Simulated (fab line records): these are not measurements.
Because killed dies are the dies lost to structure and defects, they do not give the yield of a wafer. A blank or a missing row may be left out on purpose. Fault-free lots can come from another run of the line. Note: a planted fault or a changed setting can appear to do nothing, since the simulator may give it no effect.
Which tool is to blame? / flow gf180mcu / Sampling: 11 lots, 33 wafers, 2 of 602 route steps

## WHAT THE GAUGES READ, wafer by wafer
GF_V3_RS_MEAS_24: the measuring method here is four-point-probe.
lot=L507; measured=day 22 08:28; on=film_metro-01; V3_W_RS (ohm/sq)=0.331 0.333 0.334
lot=L508; measured=day 23 01:46; on=film_metro-04; V3_W_RS (ohm/sq)=0.324 0.331 0.330
lot=L510; measured=day 23 17:58; on=film_metro-01; V3_W_RS (ohm/sq)=0.332 0.322 0.324
lot=L511; measured=day 24 08:56; on=film_metro-04; V3_W_RS (ohm/sq)=0.333 0.332 0.328
lot=L512; measured=day 24 13:07; on=film_metro-04; V3_W_RS (ohm/sq)=0.329 0.325 0.330
lot=L513; measured=day 24 17:15; on=film_metro-01; V3_W_RS (ohm/sq)=0.328 0.327 0.330
lot=L517; measured=day 26 02:23; on=film_metro-01; V3_W_RS (ohm/sq)=0.328 0.328 0.325
lot=L518; measured=day 26 05:45; on=film_metro-04; V3_W_RS (ohm/sq)=0.324 0.324 0.326
lot=L525; measured=day 28 12:23; on=film_metro-02; V3_W_RS (ohm/sq)=0.330 0.332 0.191
lot=L528; measured=day 29 04:52; on=film_metro-04; V3_W_RS (ohm/sq)=0.194 0.342 0.192
lot=L529; measured=day 29 13:40; on=film_metro-02; V3_W_RS (ohm/sq)=0.326 0.326 0.322

## TOOL THAT RAN EACH LOT (tool first, then ch and the chambers of the sampled wafers, then the start)
lot=L507; GF_V3_CVD_23=cvd_w-02 ch 0,1, day 22 08:21
lot=L508; GF_V3_CVD_23=cvd_w-02 ch 0,1, day 23 01:39
lot=L510; GF_V3_CVD_23=cvd_w-01 ch 0,1, day 23 17:51
lot=L511; GF_V3_CVD_23=cvd_w-01 ch 0,1, day 24 08:48
lot=L512; GF_V3_CVD_23=cvd_w-02 ch 0,1, day 24 12:59
lot=L513; GF_V3_CVD_23=cvd_w-01 ch 1, day 24 17:07
lot=L517; GF_V3_CVD_23=cvd_w-01 ch 0,1, day 26 02:16
lot=L518; GF_V3_CVD_23=cvd_w-01 ch 1, day 26 05:31
lot=L525; GF_V3_CVD_23=cvd_w-02 ch 0,1, day 28 12:16
lot=L528; GF_V3_CVD_23=cvd_w-02 ch 0,1, day 29 04:45
lot=L529; GF_V3_CVD_23=cvd_w-01 ch 0,1, day 29 13:33
- GF_V3_CVD_23: deposits W, target thk 350 nm, time 104.9 s.

## THE ANSWER, worked out from the rows above alone
Rule: the usual values come from the lots themselves. Put in order of their means at a reading, lots are off if they are a third of the lots or fewer, leave a main group of 4 or more, and stand apart from it by a gap of 3 or more times the standard deviation of the main group's means; of several such gaps the widest counts. If all means in a main group match to the digits the tables above print for the reading, that group is not used. Also off: a lot with no number at a reading for which 4 or more lots have one. The other lots that the step has rows for count as sound.
Off: L525, L528, seen at GF_V3_RS_MEAS_24 (V3_W_RS). The main group: mean 0.328 ohm/sq, standard deviation 0.0025.
A tool fits if, at a process step before that reading, it ran every lot that is off, and no sound lot after the first of them. Gauges at GF_V3_RS_MEAS_24: tried the same way as those tools. One fits: cvd_w-02 at GF_V3_CVD_23. A fault onset in the window from L512 (day 24 12:59, its last sound lot) to L525 (day 28 12:16, its first lot off) fits.

## WHAT WAS PUT IN BY THE SIMULATOR
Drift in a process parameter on cvd_w-02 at GF_V3_CVD_23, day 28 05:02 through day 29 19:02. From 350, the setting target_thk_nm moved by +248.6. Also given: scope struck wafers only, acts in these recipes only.
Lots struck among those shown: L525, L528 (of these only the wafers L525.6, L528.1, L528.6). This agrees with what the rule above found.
